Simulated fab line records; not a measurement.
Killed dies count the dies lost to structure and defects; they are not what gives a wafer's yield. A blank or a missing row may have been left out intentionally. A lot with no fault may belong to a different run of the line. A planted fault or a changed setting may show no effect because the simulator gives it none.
fab line records	flow sky130
[record] lots = 12	wafers = 36	lastDay = 50
route steps=708 shown VT_ADJUST_HVTR@140 VT_ADJUST_PCH@150 SONOS_TUNNEL@162 RES_PROTECT@214
lots with no fault: from the same line, run without faults
startH: start of the lot's first displayed wafer, in hours after the record's first day	waitH: how many hours have passed since the lot's step before this one	" identical to the entry in the row above	L1.1+2: a single row standing in for several wafers	- no value, or no start given	* or withheld: withheld	< > ~ a bound
route shown NAME@n: a module of which the file shows steps, and the number in the route of the first	usual: average and standard deviation across the fault-free wafers	same: alike in all rows	chamber/n: place in a boat	sites: each site's reading	_std_site: standard deviation of those values	_edge_site: outer sites' mean less inner sites'	radiusMm: for every site, how far away it sits from the centre of the wafer	mask NAME#n: copy n	behind: the tool/chamber that last shaped the wafer	hold: why the lot was held/for how many hours/how that ended	device: whichever transistor did not switch (one of n, p or np)	end of line: at the end of the route, the tests of the same wafers	a step given without rows: its recipe and nothing more	killed: dies lost to structure and defects at the first sort, not the wafer's yield	map: the dies of a wafer, with x for killed, . for not killed, _ for no die there
set.NAME: setting as actually run; set.NAME@STEP: the setting as run at that earlier step	model.NAME: the simulator's own value behind a step, which no gauge read
one table for each step of the route and one row for each wafer, over a sample of lots
services: from which hour (startH, from the record's first day; less than 0 if before it) a tool's chamber was out of use, for how many hours, and why
[[steps]]
[step SKY_VT_ADJUST_HVTR_IMPLANT_09]
[recipe] species = B	energyKev = 10	doseCm2 = 2.1e+12	tiltDeg = withheld
[usual] beamOnS = 9.99/0.2	doseIonsCm2 = 2.1008e+12/2.2e+09	endStationPressureTorr = 5.01e-06/2.7e-07	faradayCurrentUA = 11.86/0.23
lot.wafer	tool	chamber	startH	waitH	beamOnS	doseIonsCm2	endStationPressureTorr	faradayCurrentUA
L164.1	implanter-01	0	234.98	0.1	10.25	2.1051e+12	4.64e-06	11.52
L164.2	"	0	"	"	9.87	2.103e+12	4.88e-06	12.00
L164.5	"	0	"	"	9.85	2.1027e+12	4.95e-06	12.08
L165.4	implanter-03	0	236.14	0.1	10.14	2.1003e+12	4.66e-06	11.69
L165.5	"	0	"	"	10.51	2.1005e+12	4.91e-06	11.28
L165.6	"	0	"	"	9.96	2.1013e+12	4.68e-06	11.87
L166.1	implanter-01	0	246.31	0.0	9.96	2.0993e+12	5.13e-06	11.87
L166.4	"	0	"	"	9.45	2.099e+12	5.12e-06	12.46
L166.5	"	0	"	"	9.66	2.0989e+12	5.53e-06	12.24
L172.2	implanter-01	0	288.00	0.0	9.66	2.103e+12	4.86e-06	12.25
L172.3	"	0	"	"	9.94	2.1e+12	4.97e-06	11.90
L172.4	"	0	"	"	9.79	2.1051e+12	5.2e-06	12.08
L173.1	implanter-02	0	296.11	0.0	10.32	2.1005e+12	5.03e-06	11.51
L173.2	"	0	"	"	10.06	2.1012e+12	5.68e-06	11.77
L173.5	"	0	"	"	9.76	2.1017e+12	4.97e-06	12.10
L174.1	implanter-01	0	301.21	0.0	12.49	2.104e+12	0.00011172	9.58
L174.3	"	0	"	"	12.59	2.1057e+12	0.00011269	9.48
L174.5	"	0	"	"	12.44	2.1031e+12	0.00011286	9.59
L175.2	implanter-01	0	309.53	0.0	12.51	2.0985e+12	0.00010921	9.56
L175.4	"	0	"	"	12.52	2.1022e+12	0.0001151	9.54
L175.5	"	0	"	"	12.11	2.0969e+12	0.00010336	9.86
L176.1	implanter-02	0	315.20	0.0	9.93	2.1021e+12	5.08e-06	11.92
L176.2	"	0	"	"	10.09	2.1041e+12	4.73e-06	11.78
L176.4	"	0	"	"	10.01	2.1031e+12	4.8e-06	11.86
L178.2	implanter-02	0	334.38	0.0	9.99	2.0958e+12	4.73e-06	11.78
L178.3	"	0	"	"	10.15	2.1005e+12	5.45e-06	11.62
L178.6	"	0	"	"	9.63	2.1017e+12	4.88e-06	12.27
L181.2	implanter-03	0	356.63	0.0	10.00	2.1017e+12	4.84e-06	11.77
L181.3	"	0	"	"	9.80	2.1018e+12	5.46e-06	12.07
L181.6	"	0	"	"	9.52	2.1023e+12	4.51e-06	12.43
L183.2	implanter-02	0	365.39	0.0	10.10	2.0988e+12	5.35e-06	11.75
L183.3	"	0	"	"	9.98	2.1018e+12	5.27e-06	11.89
L183.5	"	0	"	"	10.01	2.0995e+12	5.7e-06	11.83
L184.1	implanter-03	0	373.40	0.0	10.01	2.0962e+12	4.76e-06	11.85
L184.2	"	0	"	"	10.27	2.1031e+12	5.09e-06	11.53
L184.3	"	0	"	"	9.96	2.0976e+12	4.91e-06	11.92
[step SKY_VT_ADJUST_HVTR_TW_MEAS_11]
[usual] VT_ADJUST_HVTR_TW = 211.1/2.1
lot.wafer	tool	chamber	startH	waitH	VT_ADJUST_HVTR_TW
L164.1	filmMetro-04	-	235.23	0.1	212.5
L164.2	"	-	"	"	213.0
L164.5	"	-	"	"	214.0
L165.4	filmMetro-04	-	236.34	0.1	214.1
L165.5	"	-	"	"	215.0
L165.6	"	-	"	"	214.4
L166.1	filmMetro-04	-	246.63	0.1	213.3
L166.4	"	-	"	"	213.4
L166.5	"	-	"	"	213.8
L172.2	filmMetro-04	-	288.23	0.1	212.9
L172.3	"	-	"	"	211.4
L172.4	"	-	"	"	212.7
L173.1	filmMetro-01	-	296.36	0.1	207.9
L173.2	"	-	"	"	208.6
L173.5	"	-	"	"	208.9
L174.1	filmMetro-04	-	301.46	0.1	225.2
L174.3	"	-	"	"	226.1
L174.5	"	-	"	"	225.9
L175.2	filmMetro-04	-	309.76	0.1	226.7
L175.4	"	-	"	"	225.6
L175.5	"	-	"	"	225.3
L176.1	filmMetro-04	-	315.45	0.1	211.1
L176.2	"	-	"	"	210.6
L176.4	"	-	"	"	211.0
L178.2	filmMetro-01	-	334.61	0.1	210.1
L178.3	"	-	"	"	210.3
L178.6	"	-	"	"	209.0
L181.2	filmMetro-02	-	356.87	0.1	210.5
L181.3	"	-	"	"	211.0
L181.6	"	-	"	"	209.6
L183.2	filmMetro-01	-	365.62	0.1	208.5
L183.3	"	-	"	"	209.0
L183.5	"	-	"	"	208.8
L184.1	filmMetro-01	-	373.65	0.1	208.1
L184.2	"	-	"	"	209.9
L184.3	"	-	"	"	210.1
[step SKY_VT_ADJUST_PCH_OVL_MEAS_07]
[usual] VT_ADJUST_PCH_OVL = -0.4/1.4
lot.wafer	tool	chamber	startH	waitH	VT_ADJUST_PCH_OVL[nm]
L164.1	overlay-01	-	260.26	-	-0.9
L164.2	"	-	"	"	-2.4
L164.5	"	-	"	"	-1.0
L165.4	overlay-02	-	260.92	-	0.4
L165.5	"	-	"	"	-0.4
L165.6	"	-	"	"	-0.2
L166.1	overlay-01	-	270.45	-	-0.2
L166.4	"	-	"	"	0.2
L166.5	"	-	"	"	1.8
L172.2	overlay-02	-	313.61	-	-1.1
L172.3	"	-	"	"	-2.6
L172.4	"	-	"	"	-1.1
L173.1	overlay-01	-	322.26	-	-0.1
L173.2	"	-	"	"	-2.4
L173.5	"	-	"	"	-2.1
L174.1	overlay-01	-	328.01	-	-3.9
L174.3	"	-	"	"	-1.5
L174.5	"	-	"	"	-0.7
L175.2	overlay-02	-	336.42	-	-1.7
L175.4	"	-	"	"	-1.3
L175.5	"	-	"	"	-1.7
L176.1	overlay-01	-	341.86	-	2.4
L176.2	"	-	"	"	1.9
L176.4	"	-	"	"	0.6
L178.2	overlay-02	-	361.46	-	-0.4
L178.3	"	-	"	"	-0.5
L178.6	"	-	"	"	-2.6
L181.2	overlay-01	-	384.92	-	-1.2
L181.3	"	-	"	"	-1.1
L181.6	"	-	"	"	-1.3
L183.2	overlay-02	-	399.26	-	-2.3
L183.3	"	-	"	"	-0.8
L183.5	"	-	"	"	0.6
L184.1	overlay-02	-	402.60	-	-1.8
L184.2	"	-	"	"	-0.5
L184.3	"	-	"	"	0.6
[step SKY_SONOS_TUNNEL_OVL_MEAS_08]
[usual] SONOS_TUNNEL_OVL = -0.1/1.3
lot.wafer	tool	chamber	startH	waitH	SONOS_TUNNEL_OVL[nm]
L164.1	overlay-02	-	284.17	0.1	0.8
L164.2	"	-	"	"	1.8
L164.5	"	-	"	"	1.4
L165.4	overlay-02	-	284.49	0.1	-0.2
L165.5	"	-	"	"	0.0
L165.6	"	-	"	"	-0.6
L166.1	overlay-02	-	294.97	0.1	0.3
L166.4	"	-	"	"	0.8
L166.5	"	-	"	"	1.2
L172.2	overlay-01	-	339.61	0.1	-2.2
L172.3	"	-	"	"	0.3
L172.4	"	-	"	"	0.7
L173.1	overlay-01	-	349.13	0.1	-0.1
L173.2	"	-	"	"	-0.7
L173.5	"	-	"	"	-1.9
L174.1	overlay-01	-	354.77	0.1	-0.3
L174.3	"	-	"	"	-0.9
L174.5	"	-	"	"	-0.9
L175.2	overlay-01	-	363.22	0.1	0.6
L175.4	"	-	"	"	-0.8
L175.5	"	-	"	"	0.4
L176.1	overlay-02	-	369.51	0.1	-0.4
L176.2	"	-	"	"	0.6
L176.4	"	-	"	"	-1.0
L178.2	overlay-01	-	390.12	0.1	1.3
L178.3	"	-	"	"	1.1
L178.6	"	-	"	"	-0.6
L181.2	overlay-02	-	410.79	0.1	-0.5
L181.3	"	-	"	"	-0.2
L181.6	"	-	"	"	-0.6
L183.2	overlay-02	-	426.83	0.1	0.7
L183.3	"	-	"	"	2.4
L183.5	"	-	"	"	2.4
L184.1	overlay-02	-	433.43	0.1	-2.2
L184.2	"	-	"	"	-1.9
L184.3	"	-	"	"	-1.1
[step SKY_RES_PROTECT_STRIP_07]
[recipe] chemistry = O2/N2	powerW = 1400	pressureMtorr = 1500	platenTempC = withheld	o2FlowSccm = 3000	n2FlowSccm = 300	overashFraction = 0.5
[usual] chamberPressureMTorr = 1499.8/1.5	drypumpMotorCurrentA = 5.9/0.36	oesProductAu = 0.518/0.0047	stripTimeToEndpointS = 23.32/0.045
lot.wafer	tool	chamber	startH	waitH	chamberPressureMTorr	drypumpMotorCurrentA	oesProductAu	rfHoursCounterH	stripTimeToEndpointS
L165.4	plasmaAsher-03	0	375.59	0.1	1501.0	5.8	0.510	-	23.32
L165.5	"	1	"	"	1500.7	5.7	0.513	-	23.29
L165.6	"	0	"	"	1500.5	5.8	0.515	-	23.25
L164.1	plasmaAsher-03	0	376.40	0.1	1500.1	5.8	0.509	25	23.29
L164.2	"	1	"	"	1500.5	5.7	0.526	25	23.28
L164.5	"	1	"	"	1498.3	5.7	0.514	-	23.32
L166.1	plasmaAsher-03	1	388.75	0.1	1497.6	5.7	0.513	26	23.32
L166.4	"	1	"	"	1502.9	5.7	0.517	-	23.30
L166.5	"	1	"	"	1499.4	5.7	0.506	-	23.32
L172.2	plasmaAsher-03	1	442.36	0.1	1499.2	5.7	0.519	32	23.31
L172.3	"	1	"	"	1501.3	5.7	0.519	-	23.28
L172.4	"	0	"	"	1498.5	5.8	0.509	-	23.23
L173.1	plasmaAsher-03	0	447.41	0.1	1501.7	5.8	0.524	32	23.25
L173.2	"	1	"	"	1502.4	5.7	0.520	32	23.26
L173.5	"	0	"	"	1498.9	5.8	0.518	-	23.30
L174.1	plasmaAsher-01	1	463.95	0.1	1501.6	6.7	0.519	80	23.32
L174.3	"	1	"	"	1498.5	6.7	0.508	-	23.33
L174.5	"	1	"	"	1498.1	6.7	0.528	-	23.29
L175.2	plasmaAsher-04	1	467.46	0.1	1501.7	5.3	0.516	63	23.38
L175.4	"	0	"	"	1499.7	6.0	0.511	-	23.37
L175.5	"	0	"	"	1498.6	6.0	0.514	-	23.35
L176.1	plasmaAsher-04	0	470.61	0.1	1500.1	6.0	0.520	64	23.42
L176.2	"	1	"	"	1502.6	5.3	0.518	64	23.39
L176.4	"	1	"	"	1499.4	5.3	0.519	-	23.44
L178.2	plasmaAsher-03	1	492.95	0.1	1497.3	5.7	0.517	36	23.31
L178.3	"	1	"	"	1498.8	5.7	0.522	-	23.31
L178.6	"	0	"	"	1500.1	5.8	0.518	-	23.27
L181.2	plasmaAsher-03	0	513.10	0.1	1500.3	5.8	0.528	39	23.24
L181.3	"	1	"	"	1498.3	5.7	0.513	-	23.28
L181.6	"	0	"	"	1499.8	5.8	0.514	-	23.31
L183.2	plasmaAsher-03	0	528.76	0.1	1499.0	5.8	0.518	42	23.30
L183.3	"	1	"	"	1498.8	5.7	0.513	-	23.25
L183.5	"	1	"	"	1496.1	5.7	0.519	-	23.34
L184.1	plasmaAsher-01	1	534.60	0.1	1499.9	6.7	0.517	89	23.32
L184.2	"	0	"	"	1498.7	6.1	0.524	89	23.37
L184.3	"	0	"	"	1503.8	6.2	0.519	-	23.32
[[services]]
tool	chamber	startH	hours	kind
plasmaAsher-03	-	220.70	3.4	repair
plasmaAsher-04	-	245.35	5.1	repair
implanter-01	-	268.01	5.8	repair
implanter-02	-	277.16	4.0	pm
implanter-03	-	288.91	2.9	pm
implanter-03	-	301.32	0.9	repair
implanter-02	-	317.66	1.0	repair
plasmaAsher-01	-	319.19	1.6	repair
implanter-03	-	330.29	4.2	repair
implanter-03	-	336.05	1.1	repair
plasmaAsher-03	-	350.12	2.8	pm
implanter-01	-	360.49	6.8	repair
plasmaAsher-03	-	380.63	1.6	repair
implanter-02	-	404.21	3.0	repair
plasmaAsher-04	-	411.28	1.2	repair
plasmaAsher-01	-	434.14	1.2	repair
implanter-02	-	438.13	4.4	repair
implanter-01	-	460.43	2.0	repair
implanter-02	-	475.75	0.8	repair
implanter-03	-	483.82	4.0	pm
plasmaAsher-04	-	496.65	56.4	repair
implanter-01	-	524.46	6.7	repair
[[key]]
[firstSign] step = SKY_VT_ADJUST_HVTR_IMPLANT_09	reading = endStationPressureTorr	direction = up	sigmas = 99+	usual = 5.01e-06	struck = 0.00011082
[effect] step = SKY_VT_ADJUST_HVTR_IMPLANT_09	reading = beamOnS	direction = up	sigmas = 12	usual = 9.99	struck = 12.44
[effect] step = SKY_VT_ADJUST_HVTR_TW_MEAS_11	reading = VT_ADJUST_HVTR_TW	direction = up	sigmas = 7.1	usual = 211.1	struck = 225.8
metAt SKY_VT_ADJUST_HVTR_IMPLANT_09
struckLots L174,L175
testerLeftOut L174,L175
notActingAt SKY_VT_ADJUST_PCH_OVL_MEAS_07,SKY_SONOS_TUNNEL_OVL_MEAS_08,SKY_RES_PROTECT_STRIP_07
onsetBetween 288.00 301.21
[fault] kind = processParameterDrift	tool = implanter-01	chamber = -	onsetH = 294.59	steps = SKY_VT_ADJUST_HVTR_IMPLANT_09	channel = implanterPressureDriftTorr	offset = 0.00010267	shape = step	endH = 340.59
[fault] kind = processParameterDrift	tool = implanter-01	chamber = -	onsetH = 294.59	steps = SKY_VT_ADJUST_HVTR_IMPLANT_09	channel = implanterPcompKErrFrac	offset = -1	shape = step	endH = 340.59
// testerLeftOut: of these lots the tester's yield and bins aren't shown, on N5 and GAA mostly nor the transistor test; their killed dies are dies lost to structure and defects alone, not to doping, threshold or leakage, so they don't give the yield
